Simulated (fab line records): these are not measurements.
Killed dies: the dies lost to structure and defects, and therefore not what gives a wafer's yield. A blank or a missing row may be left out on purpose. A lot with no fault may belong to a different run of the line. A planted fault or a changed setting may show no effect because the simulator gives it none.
Comparing a struck lot with a sound one -- flow gf180mcu -- 23 steps out of a route of 602
Sound: the wafers L492.1, L492.2, L492.3. Struck: wafer L502.4. (L502.1 of the same lot was not struck and is left out.) The cause comes at the end.
For every step that has rows: the tool of each side, followed by ch and its chambers, followed by its first start. Under that, the readings that differ: sound wafers -- struck wafers -- difference of the means -- sigmas: that difference in standard deviations of wafers without a fault.
alike: words and numbers the same on both sides, and readings whose means are apart by under 2 such deviations; not compared: readings that were withheld, readings missing a value for some wafer, numbers with overlapping values and no deviation given by the record, and bounds like >300 which may hide the same value.
The two part at a step that has a row with sigmas, a row that says differs or no value, or rows on one side only. Numbers that have no deviation but don't overlap get no sigmas and don't part them. A reading missing from all wafers of one side parts the sides only when that side holds two or more wafers.

first, 2 steps without rows for these wafers: GF_HV_LDD_PEB_29; GF_HV_LDD_DEVELOP_30 (develop time 60 s).
GF_HV_LDD_CD_MEAS_31: the cd target is 400 nm.
  sound: cd sem-01 at day 13 14:29; struck: cd sem-01 at day 17 02:56
  alike: cd nm
GF_HV_LDD_OVL_MEAS_32:
  sound: overlay-01 at day 13 14:37; struck: overlay-02 at day 17 03:04
  alike: HV_LDD_02_OVL
then, 4 steps without rows for these wafers: GF_HV_LDD_IMPLANT_33; GF_HV_LDD_IMPLANT_34; GF_HV_LDD_IMPLANT_35; GF_HV_LDD_IMPLANT_36.
GF_HV_LDD_STRIP_37: strips in O2/N2.
  sound on plasma asher-01 ch 0,1, day 13 15:15; struck on plasma asher-02 ch 0, day 17 03:41
  alike: drypump motor current A, heater power w, o2 flow sccm, oes product au, platen temp c, strip time to endpoint s
  not compared: rf hours counter h
GF_HV_LDD_TW_MEAS_38:
  sound: film metro-02 at day 13 15:21; struck: film metro-04 at day 17 03:47
  alike: HV_LDD_3_TW
then, 2 steps without rows for these wafers: GF_HV_LDD_DEHYDRATE_39 (time 60 s); GF_HV_LDD_HMDS_40 (prime time 60 s).
GF_HV_LDD_COAT_41: resist thk 1000 nm.
  sound on litho track-04 ch 0, day 14 01:04; struck on litho track-01 ch 0, day 17 14:56
reading,sound,struck,difference,sigmas
chill plate temp C (C),22.88 22.71 22.83,23.08,+0.27,+2
model.NOVOLAK_of_HV_LDD_COAT_41.thk nm (nm),1001 1000 998.4,234.9,-764.9,
then, 3 steps without rows for these wafers: GF_HV_LDD_SOFTBAKE_42 (time 60 s); GF_HV_LDD_EXPOSE_43 (exposes mask Pplus HV AREA, target cd 400 nm); GF_HV_LDD_PEB_44.
GF_HV_LDD_DEVELOP_45: develop time 60 s.
  sound on litho track-04 ch 0, day 14 10:28; struck on litho track-04 ch 0, day 18 02:25
reading,sound,struck,difference,sigmas
model.NOVOLAK_of_HV_LDD_COAT_41.thk nm (nm),1001 1000 997.9,234.5,-765.1,
  alike: chill plate temp C
GF_HV_LDD_CD_MEAS_46: the cd target is 400 nm.
  sound: cd sem-02 at day 14 10:37; struck: cd sem-01 at day 18 02:34
reading,sound,struck,difference,sigmas
cd nm (nm),396.7 393.8 393.9,538.4,+143.6,+57
GF_HV_LDD_OVL_MEAS_47:
  sound: overlay-02 at day 14 10:44; struck: overlay-01 at day 18 02:41
  alike: HV_LDD_03_OVL
following that, these wafers have no rows for 1 step: GF_HV_LDD_IMPLANT_48.
GF_HV_LDD_STRIP_49: strips in O2/N2.
  sound on plasma asher-04 ch 0,1, day 14 10:56; struck on plasma asher-04 ch 1, day 18 02:53
reading,sound,struck,difference,sigmas
oes product au (a.u.),0.718 0.712 0.714,0.367,-0.348,-72
strip time to endpoint s (s),12.64 12.62 12.59,3.27,-9.35,-99 or more
  alike: drypump motor current A, heater power w, o2 flow sccm, platen temp c
  not compared: rf hours counter h
GF_HV_LDD_TW_MEAS_50:
  sound: film metro-03 at day 14 11:02; struck: film metro-02 at day 18 02:59
reading,sound,struck,difference,sigmas
HV_LDD_4_TW,563 565 564,579,+15,+2
following that, these wafers have no rows for 1 step: GF_PASSIVATION_PROBE_99.

WHERE THEY PART
Last at GF_HV_LDD_TW_MEAS_50 as far as this record goes, first at GF_HV_LDD_COAT_41.

WHY: whatever the simulator had introduced
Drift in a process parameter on litho track-01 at GF_HV_LDD_COAT_41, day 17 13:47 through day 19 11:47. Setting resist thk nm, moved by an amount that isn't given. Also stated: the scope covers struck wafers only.
